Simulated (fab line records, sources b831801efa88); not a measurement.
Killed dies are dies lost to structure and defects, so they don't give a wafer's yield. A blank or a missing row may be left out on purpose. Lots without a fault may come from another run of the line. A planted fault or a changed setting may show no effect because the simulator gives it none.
Which tool did it? | flow gf180mcu | 13 lots, 39 wafers sampled, at 3 steps of a route of 602

WHAT THE GAUGES READ, wafer by wafer
GF_TOP_METAL_RS_MEAS_05: measures by four-point-probe. Usual: TOP_METAL_ALCU_RS 0.0328 ohm/sq, standard deviation 0.00041.
lot  | measured     | on            | TOP_METAL_ALCU_RS (ohm/sq) | flag
L813 | day 27 04:05 | film_metro-01 | 0.0327 0.0328 0.0328       |
L814 | day 27 21:20 | film_metro-04 | 0.0331 0.0330 0.0331       |
L817 | day 28 19:13 | film_metro-04 | 0.0322 0.0324 0.0323       |
L818 | day 28 22:49 | film_metro-03 | 0.0320 0.0320 0.0320       |
L819 | day 29 16:29 | film_metro-04 | 0.0323 0.0320 0.0323       |
L820 | day 29 18:44 | film_metro-03 | 0.0329 0.0326 0.0327       |
L821 | day 29 20:08 | film_metro-04 | 0.0336 0.0336 0.0335       |
L822 | day 30 01:50 | film_metro-01 | 0.0331 0.0335 0.0332       |
L832 | day 32 21:18 | film_metro-04 | 0.0324 0.0324 0.0323       |
L833 | day 33 00:13 | film_metro-04 | 0.0329 0.0326 0.0326       |
L834 | day 33 05:31 | film_metro-01 | 0.0334 0.0332 0.0332       |
L836 | day 33 14:53 | film_metro-04 | 0.0334 0.0333 0.0334       |
L835 | day 33 16:23 | film_metro-03 | 0.0332 0.0331 0.0331       |

GF_TOP_METAL_THK_MEAS_06: measures by xrf. Usual: TOP_METAL_ALCU_THK 891 nm, standard deviation 12.
lot  | measured     | on            | TOP_METAL_ALCU_THK (nm) | flag
L813 | day 27 04:12 | film_metro-01 | 887 889 887             |
L814 | day 27 21:27 | film_metro-04 | 886 890 885             |
L817 | day 28 19:20 | film_metro-04 | 912 898 904             |
L818 | day 28 22:56 | film_metro-03 | 915 910 920             |
L819 | day 29 16:36 | film_metro-04 | 906 915 903             |
L820 | day 29 18:52 | film_metro-03 | 893 896 898             |
L821 | day 29 20:15 | film_metro-04 | 866 869 874             |
L822 | day 30 01:57 | film_metro-01 | 879 874 884             |
L832 | day 32 21:25 | film_metro-04 | 904 909 913             |
L833 | day 33 00:20 | film_metro-04 | 887 899 898             |
L834 | day 33 05:38 | film_metro-01 | 870 880 879             |
L836 | day 33 14:59 | film_metro-04 | 875 875 872             |
L835 | day 33 16:31 | film_metro-03 | 881 883 889             |

WHICH TOOL RAN EACH LOT (tool, then ch and the chambers of the sampled wafers, then the start)
lot  | GF_V4_STRIP_19
L813 | wet_bench-01 ch 1, day 24 08:11
L814 | wet_bench-04 ch 2, day 25 02:43
L817 | wet_bench-01 ch 0, day 25 19:43
L818 | wet_bench-01 ch 2, day 26 01:37
L819 | wet_bench-01 ch 1, day 26 21:08
L820 | wet_bench-01 ch 3, day 27 01:53
L821 | wet_bench-02 ch 3, day 27 03:23
L822 | wet_bench-01 ch 1, day 27 11:23
L832 | wet_bench-02 ch 2, day 30 11:09
L833 | wet_bench-04 ch 0, day 30 16:12
L834 | wet_bench-01 ch 0, day 30 22:19
L836 | wet_bench-02 ch 1, day 31 08:09
L835 | wet_bench-02 ch 1, day 31 09:22
- GF_V4_STRIP_19: strips in post etch residue remover, time 1200 s.

WHAT THE TOOLS THEMSELVES READ (means of the sampled wafers that have a number; where no wafer has one, the mark that the record gives instead)
GF_V4_STRIP_19. Usual: temp_c 72.51 C, standard deviation 0.11.
lot  | tool         | temp_c (C) | flag
L813 | wet_bench-01 | 72.61      |
L814 | wet_bench-04 | 72.48      |
L817 | wet_bench-01 | 72.54      |
L818 | wet_bench-01 | 72.50      |
L819 | wet_bench-01 | 72.40      |
L820 | wet_bench-01 | 72.45      |
L821 | wet_bench-02 | 72.46      |
L822 | wet_bench-01 | 72.41      |
L832 | wet_bench-02 | 72.51      |
L833 | wet_bench-04 | 72.47      |
L834 | wet_bench-01 | 72.61      |
L836 | wet_bench-02 | 72.54      |
L835 | wet_bench-02 | 72.61      |

THE ANSWER, worked out from the rows above alone
Rule: a lot is off if the mean of its wafers that have a number lies more than 3 standard deviations from the usual mean. A lot without any number at a reading at which 4 lots or more have one is off too. The other lots that the step has rows for count as sound. The gauges are gone through in route order, then the tools' own readings, and for those a lot's mean is taken as printed above. The first step at which some lot is off is used, and at that step the reading that is off furthest; a lot without a number counts as furthest.
No lot is off at any reading shown: from this, nothing can be told.

WHAT THE SIMULATOR HAD PUT IN
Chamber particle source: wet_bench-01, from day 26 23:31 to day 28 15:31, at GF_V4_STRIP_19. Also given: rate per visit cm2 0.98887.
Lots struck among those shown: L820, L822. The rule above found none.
